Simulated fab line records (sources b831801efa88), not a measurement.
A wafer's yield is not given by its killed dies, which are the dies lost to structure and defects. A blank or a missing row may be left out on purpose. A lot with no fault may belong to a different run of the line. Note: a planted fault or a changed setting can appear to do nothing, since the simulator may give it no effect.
Which tool did it? / flow sfq line / Sampling: 15 lots, 45 wafers, 2 of 325 route steps

## WHAT THE GAUGES READ, wafer by wafer
SFQ_L0V_OVL_MEAS_903. Usual: L0V_OVL typically reads 3 nm, with standard deviation 4.7.
lot=L493; measured=day 3 21:28; on=overlay-01; L0V_OVL (nm)=-4 2 2; flag=
lot=L494; measured=day 4 02:49; on=overlay-01; L0V_OVL (nm)=12 8 8; flag=
lot=L496; measured=day 4 20:49; on=overlay-02; L0V_OVL (nm)=2 1 4; flag=
lot=L497; measured=day 5 01:37; on=overlay-01; L0V_OVL (nm)=-2 5 -5; flag=
lot=L498; measured=day 5 02:49; on=overlay-01; L0V_OVL (nm)=8 2 2; flag=
lot=L501; measured=day 5 16:01; on=overlay-02; L0V_OVL (nm)=4 5 5; flag=
lot=L504; measured=day 6 08:52; on=overlay-01; L0V_OVL (nm)=11 5 15; flag=
lot=L505; measured=day 6 12:28; on=overlay-02; L0V_OVL (nm)=7 5 11; flag=
lot=L506; measured=day 6 14:52; on=overlay-01; L0V_OVL (nm)=10 6 3; flag=
lot=L507; measured=day 6 22:04; on=overlay-02; L0V_OVL (nm)=-6 0 -5; flag=
lot=L509; measured=day 7 02:52; on=overlay-02; L0V_OVL (nm)=6 7 -1; flag=
lot=L511; measured=day 7 14:53; on=overlay-01; L0V_OVL (nm)=-3 0 0; flag=
lot=L512; measured=day 7 20:52; on=overlay-02; L0V_OVL (nm)=6 6 2; flag=
lot=L514; measured=day 8 05:17; on=overlay-02; L0V_OVL (nm)=2 7 5; flag=
lot=L515; measured=day 8 07:40; on=overlay-02; L0V_OVL (nm)=-7 6 -2; flag=

## TOOL THAT RAN EACH LOT (tool first, then ch and the chambers of the sampled wafers, then the start)
lot=L493; SFQ_TRILAYER_L0_DEP_SPUTTER_003=pvd sputter-03, day 1 17:29
lot=L494; SFQ_TRILAYER_L0_DEP_SPUTTER_003=pvd sputter-06, day 1 22:29
lot=L496; SFQ_TRILAYER_L0_DEP_SPUTTER_003=pvd sputter-04, day 2 08:29
lot=L497; SFQ_TRILAYER_L0_DEP_SPUTTER_003=pvd sputter-03, day 2 13:29
lot=L498; SFQ_TRILAYER_L0_DEP_SPUTTER_003=pvd sputter-04, day 2 18:29
lot=L501; SFQ_TRILAYER_L0_DEP_SPUTTER_003=pvd sputter-03, day 3 09:29
lot=L504; SFQ_TRILAYER_L0_DEP_SPUTTER_003=pvd sputter-06, day 4 00:29
lot=L505; SFQ_TRILAYER_L0_DEP_SPUTTER_003=pvd sputter-03, day 4 05:29
lot=L506; SFQ_TRILAYER_L0_DEP_SPUTTER_003=pvd sputter-03, day 4 10:29
lot=L507; SFQ_TRILAYER_L0_DEP_SPUTTER_003=pvd sputter-03, day 4 15:29
lot=L509; SFQ_TRILAYER_L0_DEP_SPUTTER_003=pvd sputter-04, day 5 01:29
lot=L511; SFQ_TRILAYER_L0_DEP_SPUTTER_003=pvd sputter-03, day 5 11:29
lot=L512; SFQ_TRILAYER_L0_DEP_SPUTTER_003=pvd sputter-04, day 5 16:29
lot=L514; SFQ_TRILAYER_L0_DEP_SPUTTER_003=pvd sputter-06, day 6 02:29
lot=L515; SFQ_TRILAYER_L0_DEP_SPUTTER_003=pvd sputter-04, day 6 07:29
- SFQ_TRILAYER_L0_DEP_SPUTTER_003: material MoNx KI, target thk 40 nm, time 100 s.

## AS READ BY THE TOOLS THEMSELVES (means over the sampled wafers that have a number; for cases with no such wafer, the mark the record gives instead)
SFQ_TRILAYER_L0_DEP_SPUTTER_003. Usual: throttle valve pct reads 29.7 % (standard deviation 1.1).
lot=L493; tool=pvd sputter-03; throttle valve pct (%)=28.8; flag=
lot=L494; tool=pvd sputter-06; throttle valve pct (%)=30.4; flag=
lot=L496; tool=pvd sputter-04; throttle valve pct (%)=29.5; flag=
lot=L497; tool=pvd sputter-03; throttle valve pct (%)=30.8; flag=
lot=L498; tool=pvd sputter-04; throttle valve pct (%)=29.6; flag=
lot=L501; tool=pvd sputter-03; throttle valve pct (%)=29.6; flag=
lot=L504; tool=pvd sputter-06; throttle valve pct (%)=30.5; flag=
lot=L505; tool=pvd sputter-03; throttle valve pct (%)=29.1; flag=
lot=L506; tool=pvd sputter-03; throttle valve pct (%)=29.9; flag=
lot=L507; tool=pvd sputter-03; throttle valve pct (%)=29.8; flag=
lot=L509; tool=pvd sputter-04; throttle valve pct (%)=29.6; flag=
lot=L511; tool=pvd sputter-03; throttle valve pct (%)=29.5; flag=
lot=L512; tool=pvd sputter-04; throttle valve pct (%)=29.5; flag=
lot=L514; tool=pvd sputter-06; throttle valve pct (%)=29.8; flag=
lot=L515; tool=pvd sputter-04; throttle valve pct (%)=29.0; flag=

## THE ANSWER, worked out from the rows above alone
Rule: lot off if the mean of its wafers having a number is beyond 3 standard deviations from the usual mean. Also off: a lot with no number at a reading for which 4 or more lots have one. Any other lot the step has rows for is counted as sound. The gauges are gone through in route order, then the tools' own readings, and for those a lot's mean is taken as printed above. At the first step where some lot is off, the reading lying furthest off is the one used; lots without a number count as furthest.
None of the lots is off at any reading shown; this tells nothing.

## WHAT THE SIMULATOR HAD INSERTED
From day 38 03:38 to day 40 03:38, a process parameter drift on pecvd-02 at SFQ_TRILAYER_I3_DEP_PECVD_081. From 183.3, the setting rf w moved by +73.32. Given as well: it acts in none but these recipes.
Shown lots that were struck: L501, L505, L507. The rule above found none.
